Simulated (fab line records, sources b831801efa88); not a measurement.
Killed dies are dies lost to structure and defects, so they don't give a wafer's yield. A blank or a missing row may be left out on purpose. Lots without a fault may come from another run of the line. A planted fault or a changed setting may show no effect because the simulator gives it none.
Problem report in the 8D (eight disciplines) form, filled by code | flow gf180mcu | the parts of the form that need people (team, actions taken, sign-off) are left out

1. THE PROBLEM
strip_time_to_endpoint_s at GF_HV_LDD_STRIP_37 reads a mean of 12.47 s on 5 wafers of 3 lots; wafers without a fault read 12.65 s with a standard deviation of 0.035. That is -5.3 standard deviations from the usual mean.
The step: strips in O2/N2.
First seen on wafer L539.2, day 16 14:14, on plasma_asher-01. The record holds 40 wafers of 14 lots with a number at this step. Rule for "out", or "out of limits": more than 4 standard deviations from the usual mean. The other wafers with a number count as sound.

2. WHAT IT IS AND WHAT IT IS NOT
question                    | is                                     | is not
which readings at this step | strip_time_to_endpoint_s               | drypump_motor_current_A, oes_product_au
which lots                  | L538, L539, L540                       | L524, L525, L526, L527, L528, L530, L531, L532, L533, L537, L547
which wafers of those lots  | L538.2, L538.5, L539.2, L539.5, L540.5 | L540.1, L540.6
read on which tools         | plasma_asher-01, plasma_asher-02       | plasma_asher-04
when                        | from day 16 14:14                      | up to then (30 sound wafers); but 5 sound wafers of L540, L547 came after

3. SUSPECTS, AND WHAT RULES EACH OUT
Counting: a tool at a process step up to the reading stays a suspect if it ran every lot that is out. Sound lots after the first of them don't rule it out here, since some wafers of a struck lot are sound.
- litho_track-04 at GF_HV_LDD_COAT_26 (resist thk 1000 nm): kept. It ran every lot that is out, first L539 (day 16 02:21); its last sound lot up to then is L537 (day 15 07:00).
Left after counting: litho_track-04 at GF_HV_LDD_COAT_26.

4. THE CAUSE (what the simulator had put in)
Process parameter drift: litho_track-04, from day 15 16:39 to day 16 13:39, at GF_HV_LDD_COAT_26. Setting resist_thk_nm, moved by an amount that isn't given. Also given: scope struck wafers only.
Counting left only this tool.

5. THE CHAIN OF EFFECTS, in route order
Each row: a reading whose mean over the struck wafers that have a number lies more than 3 standard deviations from the usual. Only readings for which the record gives a usual standard deviation are gone through. hours: the time from each lot's start at the first step in this table that gives one to its start at this step, as a median over the lots. sigmas: the change in usual standard deviations.
hours | step               | reading                  | usual   | on struck wafers | change | sigmas
0     | GF_HV_LDD_STRIP_37 | strip_time_to_endpoint_s | 12.65 s | 12.47            | -0.18  | -5.3
The process steps in it:
- GF_HV_LDD_STRIP_37: strips in O2/N2.
Later measuring or inspecting steps at which every struck wafer that the step has a row for has a number for every such reading, and none has moved that far: GF_HV_LDD_TW_MEAS_50.

6. WHAT WOULD HAVE CAUGHT IT SOONER
In this record the first reading out of limits was taken at day 16 14:14, 22 hours after the fault began at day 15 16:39.
Of the tool readings at GF_HV_LDD_COAT_26 for which the record gives a usual standard deviation, none was out on any struck wafer, so an alarm limit of 4 standard deviations on them would not have fired.
All the lots that are out (3) had begun GF_HV_LDD_COAT_26 on litho_track-04 by day 16 14:14. A hold on the tool at that time would have spared none of them.
